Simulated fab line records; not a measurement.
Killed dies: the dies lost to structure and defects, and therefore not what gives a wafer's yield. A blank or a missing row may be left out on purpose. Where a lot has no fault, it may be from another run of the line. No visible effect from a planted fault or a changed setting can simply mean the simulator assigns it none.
fab line records | flow sky130
record lots=5 wafers=15 last-day=50
route steps=708 shown SONOS_ONO@172 GATE_OXIDE@187
lots with no fault: from the same line, run without faults
start-h: hours from the record's opening day to when the first of the lot's shown wafers began | wait-h: time in hours since the lot's previous step | " same as the row above | L1.1+2: one row covering several wafers at once | - value missing, or start not given | * or withheld: withheld | < > ~ a bound
route shown NAME@n: names a module that has steps shown in the file, with the first one's number in the route | usual: mean/standard deviation taken from wafers without a fault | same: alike in all rows | chamber/n: place in a boat | sites: each site's reading | _std_site: the values' standard deviation | _edge_site: inner sites' mean taken away from outer sites' mean | radius-mm: for every site, how far away it sits from the centre of the wafer | mask NAME#n: copy n | behind: the most recent tool/chamber to have shaped the wafer | hold: why the lot was held/for how many hours/how that ended | device: whichever transistor did not switch (one of n, p or np) | end of line: at the end of the route, the tests of the same wafers | for a step that has no rows: nothing shown but its recipe | killed: count of dies lost to structure and defects at first sort (not the wafer's yield) | map: a wafer's dies, marking killed ones x, the rest . and places with no die _
set.NAME: the setting as run; set.NAME@STEP: as run at that earlier step | model.NAME: the simulator's own value behind a step, which no gauge read
certain route steps with their lots: each step a table, each wafer a row
services: a tool's chamber out of use, with start hour (start-h, from the record's first day; less than 0 if before it), hours out, and reason
## steps
# step SKY_SONOS_ONO_CVD_04
# recipe material=SiO2 precursor=SiH4/N2O target-thk-nm=5.7199 temp-c=900 pressure-mtorr=400
# usual spike-tc-top-C=912.6/1.5
# columns lot.wafer tool chamber start-h wait-h spike-tc-top-C
L074.2 lpcvd-03 1 260.82 0.0 912.4
L074.3 " 1 " " 912.5
L074.5 " 1 " " 913.4
L075.1 lpcvd-03 0 263.19 0.1 912.0
L075.2 " 0 " " 911.4
L075.4 " 0 " " 911.9
L078.1 lpcvd-03 1 289.25 0.1 914.2
L078.3 " 1 " " 915.7
L078.4 " 1 " " 914.5
L095.2 lpcvd-03 0 429.78 0.0 912.6
L095.4 " 0 " " 911.6
L095.6 " 0 " " 910.8
L096.1 lpcvd-03 1 433.17 0.1 913.9
L096.3 " 1 " " 914.9
L096.5 " 1 " " 915.4
# step SKY_SONOS_ONO_THK_MEAS_05
# recipe reads=SiO2_of_SONOS_ONO_CVD_04
# usual SONOS_ONO_CVD_04_THK=5.76/0.1
# columns lot.wafer tool chamber start-h wait-h SONOS_ONO_CVD_04_THK[nm]
L074.2 film-metro-04 - 262.08 0.0 5.69
L074.3 " - " " 5.65
L074.5 " - " " 5.67
L075.1 film-metro-01 - 264.44 0.0 5.64
L075.2 " - " " 5.63
L075.4 " - " " 5.74
L078.1 film-metro-01 - 290.50 0.0 5.66
L078.3 " - " " 5.66
L078.4 " - " " 5.74
L095.2 film-metro-02 - 431.04 0.0 5.74
L095.4 " - " " 5.65
L095.6 " - " " 5.65
L096.1 film-metro-01 - 434.42 0.0 5.73
L096.3 " - " " 5.77
L096.5 " - " " 5.76
# step SKY_SONOS_ONO_DEHYDRATE_06
# recipe temp-c=200 time-s=60
# usual chill-plate-temp-C=23.00/0.099 exhaust-pa=44.8/1 plate-temp-C=199.97/0.16
# columns lot.wafer tool chamber start-h wait-h chill-plate-temp-C exhaust-pa plate-temp-C
L074.2 litho-track-02 0 273.55 11.5 22.98 46.7 199.94
L074.3 " 0 " " 23.04 48.7 200.03
L074.5 " 0 " " 22.91 46.6 200.13
L075.1 litho-track-02 0 276.08 11.6 22.93 46.2 200.12
L075.2 " 0 " " 23.09 45.3 199.94
L075.4 " 0 " " 23.00 45.0 199.88
L078.1 litho-track-01 0 302.23 11.7 22.99 44.8 199.67
L078.3 " 0 " " 22.86 44.9 199.78
L078.4 " 0 " " 22.89 45.2 200.01
L095.2 litho-track-01 0 445.11 14.1 22.88 43.6 200.04
L095.4 " 0 " " 22.82 45.2 199.82
L095.6 " 0 " " 22.87 42.7 200.14
L096.1 litho-track-01 0 448.83 14.4 23.11 45.2 199.76
L096.3 " 0 " " 22.97 45.1 199.83
L096.5 " 0 " " 22.92 44.3 199.81
# step SKY_SONOS_ONO_HMDS_07
# recipe prime-time-s=60 prime-temp-c=120
# usual chill-plate-temp-C=22.99/0.1 exhaust-pa=44.9/0.84
# columns lot.wafer tool chamber start-h wait-h chill-plate-temp-C exhaust-pa
L074.2 litho-track-02 0 273.70 0.1 22.99 44.7
L074.3 " 0 " " 22.94 43.5
L074.5 " 0 " " 23.05 44.8
L075.1 litho-track-02 0 276.23 0.1 22.95 44.9
L075.2 " 0 " " 22.81 45.5
L075.4 " 0 " " 22.89 44.3
L078.1 litho-track-01 0 302.38 0.1 23.02 45.8
L078.3 " 0 " " 22.77 46.1
L078.4 " 0 " " 22.98 45.3
L095.2 litho-track-01 0 445.26 0.1 23.07 43.9
L095.4 " 0 " " 23.24 44.3
L095.6 " 0 " " 23.11 44.2
L096.1 litho-track-01 0 448.98 0.1 23.12 44.9
L096.3 " 0 " " 22.99 44.2
L096.5 " 0 " " 22.91 45.0
# step SKY_SONOS_ONO_COAT_08
# recipe resist=NOVOLAK spin-rpm=3000 resist-thk-nm=1140
# usual chill-plate-temp-C=23.02/0.092 exhaust-pa=44.9/1
# columns lot.wafer tool chamber start-h wait-h chill-plate-temp-C exhaust-pa
L074.2 litho-track-02 0 273.85 0.1 23.01 45.4
L074.3 " 0 " " 23.11 46.2
L074.5 " 0 " " 23.04 46.4
L075.1 litho-track-02 0 276.38 0.1 22.96 45.1
L075.2 " 0 " " 22.94 45.2
L075.4 " 0 " " 22.93 44.4
L078.1 litho-track-01 0 302.53 0.1 23.06 46.0
L078.3 " 0 " " 23.07 45.3
L078.4 " 0 " " 22.95 45.0
L095.2 litho-track-01 0 445.41 0.1 22.95 45.7
L095.4 " 0 " " 23.02 44.1
L095.6 " 0 " " 23.00 45.6
L096.1 litho-track-01 0 449.13 0.1 22.94 44.9
L096.3 " 0 " " 22.88 44.7
L096.5 " 0 " " 23.03 45.1
# step SKY_SONOS_ONO_SOFTBAKE_09
# recipe temp-c=90 time-s=60 resist=NOVOLAK
# usual chill-plate-temp-C=22.99/0.11 exhaust-pa=45.4/0.77 plate-temp-C=90.03/0.12
# columns lot.wafer tool chamber start-h wait-h chill-plate-temp-C exhaust-pa plate-temp-C
L074.2 litho-track-02 0 274.00 0.1 22.79 45.1 90.01
L074.3 " 0 " " 22.91 46.9 89.92
L074.5 " 0 " " 22.93 45.5 89.87
L075.1 litho-track-02 0 276.53 0.1 23.00 45.7 90.02
L075.2 " 0 " " 23.07 46.1 90.05
L075.4 " 0 " " 23.15 46.6 90.24
L078.1 litho-track-01 0 302.68 0.1 22.96 45.0 90.10
L078.3 " 0 " " 22.97 44.8 90.10
L078.4 " 0 " " 23.08 45.6 89.91
L095.2 litho-track-01 0 445.56 0.1 22.90 44.8 90.08
L095.4 " 0 " " 23.06 44.6 90.00
L095.6 " 0 " " 23.12 46.3 90.18
L096.1 litho-track-01 0 449.28 0.1 22.94 45.9 90.07
L096.3 " 0 " " 23.07 44.5 89.89
L096.5 " 0 " " 22.97 45.6 89.94
# step SKY_SONOS_ONO_EXPOSE_10
# recipe mask-id=ONOM target-cd-nm=410 na=0.6 source-shape=conventional sigma-outer=0.6 dose-mj=150
# same na=0.6
# columns lot.wafer tool chamber start-h wait-h mask
L074.2+3+5 iline-stepper-01 0 - - ONOM#0
L075.1+2+4 iline-stepper-01 0 - - ONOM#0
L078.1+3+4 iline-stepper-02 0 - - ONOM#0
L095.2+4+6 iline-stepper-01 0 - - ONOM#0
L096.1+3+5 iline-stepper-02 0 - - ONOM#0
# step SKY_SONOS_ONO_PEB_11
# recipe temp-c=withheld time-s=* resist=NOVOLAK
# usual chill-plate-temp-C=* exhaust-pa=45.2/0.89
# columns lot.wafer tool chamber start-h wait-h chill-plate-temp-C exhaust-pa
L074.2 litho-track-01 0 - - * 44.3
L074.3 " 0 " " * 43.9
L074.5 " 0 " " * 44.3
L075.1 litho-track-04 0 - - * 45.1
L075.2 " 0 " " * 45.0
L075.4 " 0 " " * 46.0
L078.1 litho-track-01 0 - - * 45.5
L078.3 " 0 " " * 45.0
L078.4 " 0 " " * 43.8
L095.2 litho-track-01 0 - - * 46.3
L095.4 " 0 " " * 45.7
L095.6 " 0 " " * 47.0
L096.1 litho-track-02 0 - - * 44.6
L096.3 " 0 " " * 45.1
L096.5 " 0 " " * 44.1
# step SKY_SONOS_ONO_DEVELOP_12
# recipe develop-time-s=60 dev-temp-c=23
# usual chill-plate-temp-C=23.00/0.11 exhaust-pa=45.0/0.92
# columns lot.wafer tool chamber start-h wait-h chill-plate-temp-C exhaust-pa
L074.2 litho-track-01 0 285.86 0.1 22.93 46.1
L074.3 " 0 " " 23.12 46.6
L074.5 " 0 " " 23.06 45.5
L075.1 litho-track-04 0 288.92 0.1 23.18 45.5
L075.2 " 0 " " 23.13 46.8
L075.4 " 0 " " 23.05 45.5
L078.1 litho-track-01 0 315.18 0.1 23.02 44.9
L078.3 " 0 " " 23.02 43.8
L078.4 " 0 " " 23.13 44.5
L095.2 litho-track-01 0 461.36 0.1 22.98 45.5
L095.4 " 0 " " 22.98 46.1
L095.6 " 0 " " 22.91 46.1
L096.1 litho-track-02 0 465.02 0.1 23.09 45.4
L096.3 " 0 " " 23.27 44.9
L096.5 " 0 " " 23.03 43.8
# step SKY_SONOS_ONO_CD_MEAS_13
# recipe target-cd-nm=410
# usual cd-nm=410.3/2.3
# columns lot.wafer tool chamber start-h wait-h cd-nm
L074.2 cd-sem-01 - 286.00 0.1 407.5
L074.3 " - " " 408.5
L074.5 " - " " 407.1
L075.1 cd-sem-01 - 289.07 0.1 408.0
L075.2 " - " " 408.3
L075.4 " - " " 411.0
L078.1 cd-sem-01 - 315.33 0.1 406.7
L078.3 " - " " 407.4
L078.4 " - " " 407.1
L095.2 cd-sem-02 - 461.50 0.1 407.0
L095.4 " - " " 408.3
L095.6 " - " " 408.7
L096.1 cd-sem-02 - 465.17 0.1 413.0
L096.3 " - " " 414.3
L096.5 " - " " 415.3
# step SKY_SONOS_ONO_OVL_MEAS_14
# usual SONOS_ONO_OVL=-0.6/1.5
# columns lot.wafer tool chamber start-h wait-h SONOS_ONO_OVL[nm]
L074.2 overlay-01 - 286.11 0.1 -2.7
L074.3 " - " " -0.9
L074.5 " - " " 0.1
L075.1 overlay-01 - 289.19 0.1 -0.4
L075.2 " - " " -0.5
L075.4 " - " " 0.4
L078.1 overlay-01 - 315.45 0.1 -0.5
L078.3 " - " " -2.0
L078.4 " - " " -0.7
L095.2 overlay-02 - 461.61 0.1 -1.7
L095.4 " - " " -1.5
L095.6 " - " " 0.9
L096.1 overlay-01 - 465.29 0.1 -2.1
L096.3 " - " " -1.9
L096.5 " - " " -2.7
# step SKY_SONOS_ONO_ETCH_15
# recipe target-depth-nm=19.52 chemistry=CHF3/O2 source-w=617.7 bias-w=200 pressure-mtorr=40 chf3-flow-sccm=50 O2_flow_sccm=5 time-s=7.8
# usual drypump-motor-current-A=5.5/0.41 oes-product-au=1.001/0.012 throttle-valve-pct=8.827/0.0098
# columns lot.wafer tool chamber start-h wait-h drypump-motor-current-A oes-product-au rf-hours-counter-h throttle-valve-pct
L074.2 rie-diel-04 3 286.14 0.0 5.7 0.974 73 8.836
L074.3 " 0 " " 5.5 1.010 44 8.837
L074.5 " 2 " " 5.1 0.987 - 8.839
L075.1 rie-diel-03 2 289.23 0.0 5.6 0.991 79 8.817
L075.2 " 3 " " 5.9 1.006 2 8.831
L075.4 " 1 " " 5.0 0.994 8 8.813
L078.1 rie-diel-03 3 315.49 0.0 5.9 1.003 2 8.823
L078.3 " 2 " " 5.6 0.988 80 8.819
L078.4 " 0 " " 4.9 0.996 61 8.836
L095.2 rie-diel-01 0 461.64 0.0 5.4 1.020 3 8.828
L095.4 " 3 " " 6.0 1.002 10 8.836
L095.6 " 3 " " 6.0 1.001 - 8.827
L096.1 rie-diel-03 2 465.33 0.0 5.6 1.003 83 8.815
L096.3 " 3 " " 5.9 1.004 5 8.828
L096.5 " 0 " " 4.9 0.992 - 8.825
# step SKY_SONOS_ONO_WET_ETCH_16
# recipe chemistry=dHF target-depth-nm=14 dry=n2-spin target=SiO2 dilution=100:1 temp-c=25 time-s=280
# columns lot.wafer tool chamber start-h wait-h
L074.2+3+5 wet-bench-01 3 286.16 0.0
L075.1+2+4 wet-bench-01 3 289.25 0.0
L078.1+3+4 wet-bench-01 3 315.51 0.0
L095.2+4+6 wet-bench-03 1 461.66 0.0
L096.1+3+5 wet-bench-01 1 465.35 0.0
# step SKY_SONOS_ONO_STRIP_17
# recipe chemistry=O2/N2 power-w=1400 pressure-mtorr=1500 platen-temp-c=withheld o2-flow-sccm=3000 n2-flow-sccm=300 overash-fraction=0.5
# usual drypump-motor-current-A=5.7/0.6 oes-product-au=0.710/0.0045 strip-time-to-endpoint-s=14.12/0.033
# columns lot.wafer tool chamber start-h wait-h drypump-motor-current-A oes-product-au rf-hours-counter-h strip-time-to-endpoint-s
L074.2 plasma-asher-02 1 286.25 0.0 5.3 0.706 53 14.08
L074.3 " 0 " " 6.8 0.708 - 14.09
L074.5 " 1 " " 5.3 0.708 - 14.09
L075.1 plasma-asher-04 0 289.34 0.0 5.6 0.708 44 14.12
L075.2 " 1 " " 5.2 0.706 44 14.10
L075.4 " 0 " " 5.6 0.712 - 14.10
L078.1 plasma-asher-03 0 315.59 0.0 5.0 0.707 20 14.15
L078.3 " 0 " " 5.0 0.706 - 14.12
L078.4 " 1 " " 5.9 0.705 - 14.13
L095.2 plasma-asher-04 1 461.75 0.0 5.1 0.700 61 14.15
L095.4 " 1 " " 5.1 0.712 - 14.11
L095.6 " 1 " " 5.2 0.710 - 14.13
L096.1 plasma-asher-04 0 465.44 0.0 5.6 0.705 61 14.18
L096.3 " 0 " " 5.6 0.702 - 14.15
L096.5 " 1 " " 5.1 0.714 - 14.12
# step SKY_SONOS_ONO_WET_ETCH_18
# recipe chemistry=H3PO4 target-depth-nm=15 target=Si3N4 temp-c=160 time-s=172
# columns lot.wafer tool chamber start-h wait-h
L074.2+3+5 wet-bench-03 0 286.35 0.1
L075.1+2+4 wet-bench-03 2 289.44 0.1
L078.1+3+4 wet-bench-02 1 315.69 0.1
L095.2+4+6 wet-bench-03 1 461.85 0.1
L096.1+3+5 wet-bench-03 0 465.54 0.1
# step SKY_GATE_OXIDE_CLEAN_00
# recipe chemistry=SC1/SC2 mix=1:4:20 temp-c=70 time-s=150 dry=n2-spin
# columns lot.wafer tool chamber start-h wait-h
L074.2+3+5 wet-bench-02 3 286.41 0.0
L075.1+2+4 wet-bench-02 1 289.50 0.0
L078.1+3+4 wet-bench-01 2 315.75 0.0
L095.2+4+6 wet-bench-03 3 461.91 0.0
L096.1+3+5 wet-bench-01 2 465.60 0.0
# step SKY_GATE_OXIDE_OXIDATION_01
# recipe temp-c=900 ambient=O2 stabilise-s=600 purge-s=300 target-thk-a=102.68 ox-time-s=1473
# usual spike-tc-top-C=909.6/1.8 tube_center_temp_C_max=902.3/0.38
# same stabilise-s=600
# columns lot.wafer tool chamber start-h wait-h spike-tc-top-C tube_center_temp_C_max
L074.2 furnace-02 0 288.08 1.6 908.5 902.2
L074.3 " 0 " " 907.4 901.9
L074.5 " 0 " " 907.5 902.7
L075.1 furnace-02 0 290.99 1.4 908.0 902.7
L075.2 " 0 " " 909.8 902.2
L075.4 " 0 " " 907.9 901.9
L078.1 furnace-01 0 316.65 0.8 912.3 902.2
L078.3 " 0 " " 909.9 901.8
L078.4 " 0 " " 910.1 902.2
L095.2 furnace-01 0 462.36 0.4 911.6 901.9
L095.4 " 0 " " 910.9 902.3
L095.6 " 0 " " 912.4 902.1
L096.1 furnace-01 0 466.69 1.0 910.8 902.0
L096.3 " 0 " " 911.6 902.5
L096.5 " 0 " " 911.5 902.4
# step SKY_GATE_OXIDE_THK_MEAS_02
# recipe reads=SiO2_of_GATE_OXIDE_OXIDATION_01
# usual GATE_OXIDE_OXIDATION_00_THK=10.27/0.19
# columns lot.wafer tool chamber start-h wait-h GATE_OXIDE_OXIDATION_00_THK[nm]
L074.2 film-metro-02 - 289.50 0.0 10.19
L074.3 " - " " 10.27
L074.5 " - " " 10.42
L075.1 film-metro-04 - 292.40 0.0 10.13
L075.2 " - " " 10.17
L075.4 " - " " 10.21
L078.1 film-metro-03 - 318.06 0.0 10.44
L078.3 " - " " 10.41
L078.4 " - " " 10.24
L095.2 film-metro-02 - 463.78 0.0 10.13
L095.4 " - " " 10.16
L095.6 " - " " 10.18
L096.1 film-metro-02 - 468.10 0.0 10.05
L096.3 " - " " 10.10
L096.5 " - " " 10.20
# step SKY_GATE_OXIDE_DEHYDRATE_03
# recipe temp-c=200 time-s=60
# usual chill-plate-temp-C=22.99/0.09 exhaust-pa=45.0/0.79 plate-temp-C=199.97/0.17
# columns lot.wafer tool chamber start-h wait-h chill-plate-temp-C exhaust-pa plate-temp-C
L074.2 litho-track-04 0 300.95 11.4 23.04 45.5 199.71
L074.3 " 0 " " 23.05 45.6 199.92
L074.5 " 0 " " 23.00 45.3 200.03
L075.1 litho-track-03 0 304.07 11.7 23.08 44.6 200.05
L075.2 " 0 " " 23.07 45.5 200.17
L075.4 " 0 " " 23.11 45.3 199.99
L078.1 litho-track-01 0 330.63 12.6 23.15 43.7 200.01
L078.3 " 0 " " 23.09 43.2 200.15
L078.4 " 0 " " 22.99 45.0 200.13
L095.2 litho-track-04 0 477.79 14.0 22.81 45.1 199.83
L095.4 " 0 " " 22.92 46.0 199.77
L095.6 " 0 " " 22.78 44.6 199.40
L096.1 litho-track-03 0 482.07 14.0 23.06 45.7 200.16
L096.3 " 0 " " 22.92 45.0 200.12
L096.5 " 0 " " 23.05 44.9 199.94
# step SKY_GATE_OXIDE_HMDS_04
# recipe prime-time-s=60 prime-temp-c=120
# usual chill-plate-temp-C=22.99/0.1 exhaust-pa=45.4/0.88
# columns lot.wafer tool chamber start-h wait-h chill-plate-temp-C exhaust-pa
L074.2 litho-track-04 0 301.10 0.1 22.73 44.6
L074.3 " 0 " " 22.83 45.7
L074.5 " 0 " " 22.80 45.3
L075.1 litho-track-03 0 304.22 0.1 23.07 45.8
L075.2 " 0 " " 22.98 45.9
L075.4 " 0 " " 22.97 46.4
L078.1 litho-track-01 0 330.78 0.1 22.91 45.2
L078.3 " 0 " " 22.96 46.3
L078.4 " 0 " " 23.01 44.9
L095.2 litho-track-04 0 477.94 0.1 22.81 46.3
L095.4 " 0 " " 22.86 47.4
L095.6 " 0 " " 22.95 46.5
L096.1 litho-track-03 0 482.22 0.1 23.07 45.7
L096.3 " 0 " " 23.12 44.2
L096.5 " 0 " " 23.15 44.7
# step SKY_GATE_OXIDE_COAT_05
# recipe resist=NOVOLAK spin-rpm=3000 resist-thk-nm=1140
# usual chill-plate-temp-C=23.02/0.092 exhaust-pa=45.0/0.93
# columns lot.wafer tool chamber start-h wait-h chill-plate-temp-C exhaust-pa
L074.2 litho-track-04 0 301.25 0.1 23.03 45.9
L074.3 " 0 " " 22.92 44.9
L074.5 " 0 " " 22.98 44.3
L075.1 litho-track-03 0 304.37 0.1 23.21 44.2
L075.2 " 0 " " 23.05 45.9
L075.4 " 0 " " 22.99 45.2
L078.1 litho-track-01 0 330.93 0.1 23.07 46.1
L078.3 " 0 " " 23.00 46.2
L078.4 " 0 " " 23.04 46.1
L095.2 litho-track-04 0 478.09 0.1 23.11 43.0
L095.4 " 0 " " 22.99 44.4
L095.6 " 0 " " 23.27 44.9
L096.1 litho-track-03 0 482.37 0.1 22.85 44.9
L096.3 " 0 " " 23.07 45.7
L096.5 " 0 " " 22.92 44.2
# step SKY_GATE_OXIDE_SOFTBAKE_06
# recipe temp-c=90 time-s=60 resist=NOVOLAK
# usual chill-plate-temp-C=23.02/0.11 exhaust-pa=45.0/0.75 plate-temp-C=89.99/0.14
# columns lot.wafer tool chamber start-h wait-h chill-plate-temp-C exhaust-pa plate-temp-C
L074.2 litho-track-04 0 301.40 0.1 22.98 43.9 90.14
L074.3 " 0 " " 22.96 43.7 90.08
L074.5 " 0 " " 22.84 43.5 90.10
L075.1 litho-track-03 0 304.52 0.1 23.14 45.3 90.02
L075.2 " 0 " " 23.04 44.5 90.06
L075.4 " 0 " " 23.22 45.5 89.89
L078.1 litho-track-01 0 331.08 0.1 22.90 44.8 89.92
L078.3 " 0 " " 23.19 45.0 89.81
L078.4 " 0 " " 23.14 44.4 90.02
L095.2 litho-track-04 0 478.24 0.1 22.88 45.8 90.11
L095.4 " 0 " " 22.84 45.0 89.98
L095.6 " 0 " " 23.04 44.9 90.03
L096.1 litho-track-03 0 482.52 0.1 23.22 45.0 89.79
L096.3 " 0 " " 23.06 45.5 90.03
L096.5 " 0 " " 23.18 45.3 89.92
# step SKY_GATE_OXIDE_EXPOSE_07
# recipe mask-id=LVOM na=0.6 source-shape=conventional sigma-outer=0.6 polarization=unpolarized target-cd-nm=600 dose-mj=170
# same na=0.6
# columns lot.wafer tool chamber start-h wait-h mask
L074.2+3+5 iline-stepper-02 0 - - LVOM#0
L075.1+2+4 iline-stepper-02 0 - - LVOM#0
L078.1+3+4 iline-stepper-01 0 - - LVOM#0
L095.2+4+6 iline-stepper-01 0 - - LVOM#0
L096.1+3+5 iline-stepper-01 0 - - LVOM#0
# step SKY_GATE_OXIDE_PEB_08
# recipe temp-c=withheld time-s=* resist=NOVOLAK
# usual chill-plate-temp-C=* exhaust-pa=44.9/0.88
# columns lot.wafer tool chamber start-h wait-h chill-plate-temp-C exhaust-pa
L074.2 litho-track-03 0 - - * 44.6
L074.3 " 0 " " * 43.1
L074.5 " 0 " " * 46.1
L075.1 litho-track-03 0 - - * 45.3
L075.2 " 0 " " * 45.5
L075.4 " 0 " " * 46.0
L078.1 litho-track-03 0 - - * 44.5
L078.3 " 0 " " * 44.2
L078.4 " 0 " " * 44.7
L095.2 litho-track-03 0 - - * 43.6
L095.4 " 0 " " * 46.3
L095.6 " 0 " " * 44.8
L096.1 litho-track-01 0 - - * 45.1
L096.3 " 0 " " * 44.9
L096.5 " 0 " " * 45.7
# step SKY_GATE_OXIDE_DEVELOP_09
# recipe resist=NOVOLAK developer=TMAH develop-time-s=60 dev-temp-c=23
# usual chill-plate-temp-C=23.00/0.1 exhaust-pa=45.0/0.86
# columns lot.wafer tool chamber start-h wait-h chill-plate-temp-C exhaust-pa
L074.2 litho-track-03 0 314.49 0.1 23.05 46.8
L074.3 " 0 " " 22.99 46.6
L074.5 " 0 " " 23.03 46.5
L075.1 litho-track-03 0 317.67 0.1 23.22 46.0
L075.2 " 0 " " 23.17 45.7
L075.4 " 0 " " 22.99 45.8
L078.1 litho-track-03 0 344.67 0.1 22.88 45.3
L078.3 " 0 " " 23.00 45.0
L078.4 " 0 " " 22.97 46.6
L095.2 litho-track-03 0 493.54 0.1 23.07 45.6
L095.4 " 0 " " 22.90 44.3
L095.6 " 0 " " 22.87 43.9
L096.1 litho-track-01 0 497.88 0.1 22.87 45.1
L096.3 " 0 " " 22.96 45.5
L096.5 " 0 " " 22.91 43.6
# step SKY_GATE_OXIDE_OVL_MEAS_10
# usual GATE_OXIDE_OVL=0.4/1.2
# columns lot.wafer tool chamber start-h wait-h GATE_OXIDE_OVL[nm]
L074.2 overlay-02 - 314.62 0.1 1.1
L074.3 " - " " 0.9
L074.5 " - " " 1.4
L075.1 overlay-01 - 317.82 0.1 1.6
L075.2 " - " " 1.0
L075.4 " - " " 0.9
L078.1 overlay-02 - 344.82 0.1 1.8
L078.3 " - " " 2.5
L078.4 " - " " 2.1
L095.2 overlay-01 - 493.67 0.1 0.3
L095.4 " - " " 2.0
L095.6 " - " " 2.1
L096.1 overlay-01 - 498.03 0.1 -0.9
L096.3 " - " " 1.2
L096.5 " - " " 0.2
# step SKY_GATE_OXIDE_IMPLANT_11
# recipe species=B energy-kev=10 dose-cm2=2.646e+12 tilt-deg=withheld
# columns lot.wafer tool chamber start-h wait-h
L074.2+3+5 implanter-03 0 314.68 0.0
L075.1+2+4 implanter-03 0 317.85 0.0
L078.1+3+4 implanter-02 0 344.85 0.0
L095.2+4+6 implanter-02 0 493.73 0.0
L096.1+3+5 implanter-01 0 498.07 0.0
# step SKY_GATE_OXIDE_WET_ETCH_12
# recipe chemistry=dHF target-depth-nm=16.8 dry=n2-spin target=SiO2 dilution=100:1 temp-c=25 time-s=336
# columns lot.wafer tool chamber start-h wait-h
L074.2+3+5 wet-bench-03 0 314.80 0.1
L075.1+2+4 wet-bench-03 0 318.00 0.1
L078.1+3+4 wet-bench-01 0 345.00 0.1
L095.2+4+6 wet-bench-01 0 493.85 0.1
L096.1+3+5 wet-bench-02 3 498.22 0.1
# step SKY_GATE_OXIDE_STRIP_13
# recipe chemistry=O2/N2 power-w=1400 pressure-mtorr=1500 platen-temp-c=withheld o2-flow-sccm=3000 n2-flow-sccm=300 overash-fraction=0.5
# usual drypump-motor-current-A=5.4/0.38 oes-product-au=0.715/0.0043 strip-time-to-endpoint-s=14.20/0.04
# columns lot.wafer tool chamber start-h wait-h drypump-motor-current-A oes-product-au rf-hours-counter-h strip-time-to-endpoint-s
L074.2 plasma-asher-03 1 314.91 0.0 5.9 0.718 20 14.16
L074.3 " 0 " " 5.1 0.719 - 14.14
L074.5 " 0 " " 5.1 0.707 - 14.17
L075.1 plasma-asher-03 0 318.11 0.0 5.0 0.723 20 14.19
L075.2 " 1 " " 5.9 0.724 20 14.20
L075.4 " 0 " " 5.0 0.723 - 14.22
L078.1 plasma-asher-01 1 345.11 0.0 5.6 0.710 68 14.20
L078.3 " 0 " " 5.0 0.712 - 14.14
L078.4 " 1 " " 5.6 0.719 - 14.19
L095.2 plasma-asher-01 1 493.96 0.0 5.6 0.719 82 14.22
L095.4 " 1 " " 5.7 0.713 - 14.24
L095.6 " 0 " " 4.9 0.715 - 14.19
L096.1 plasma-asher-04 0 498.32 0.0 5.7 0.715 64 14.26
L096.3 " 1 " " 5.1 0.715 - 14.27
L096.5 " 1 " " 5.1 0.713 - 14.28
## services
# columns tool chamber start-h hours kind
furnace-01 - 237.53 3.4 pm
wet-bench-02 - 241.72 0.6 repair
implanter-02 - 256.64 3.9 repair
rie-diel-03 0 261.51 16.5 repair
rie-diel-03 - 267.31 2.8 pm
furnace-02 - 277.78 3.6 pm
rie-diel-03 3 278.60 7.2 repair
furnace-01 - 284.11 3.6 pm
iline-stepper-02 - 290.59 2.1 pm
iline-stepper-01 - 295.74 0.6 repair
iline-stepper-02 - 310.99 1.2 repair
iline-stepper-02 - 315.53 0.6 repair
plasma-asher-01 - 321.26 1.2 repair
plasma-asher-04 - 327.01 3.4 repair
iline-stepper-02 - 346.45 19.1 repair
iline-stepper-02 - 348.30 0.5 repair
lpcvd-03 - 370.96 6.0 pm
iline-stepper-02 - 391.74 1.7 pm
rie-diel-03 0 409.05 6.1 repair
furnace-01 - 418.73 4.0 pm
iline-stepper-01 - 426.48 1.7 pm
plasma-asher-03 - 444.97 2.4 repair
plasma-asher-03 - 470.61 2.8 pm
rie-diel-03 0 488.34 3.5 repair
## key
fault none
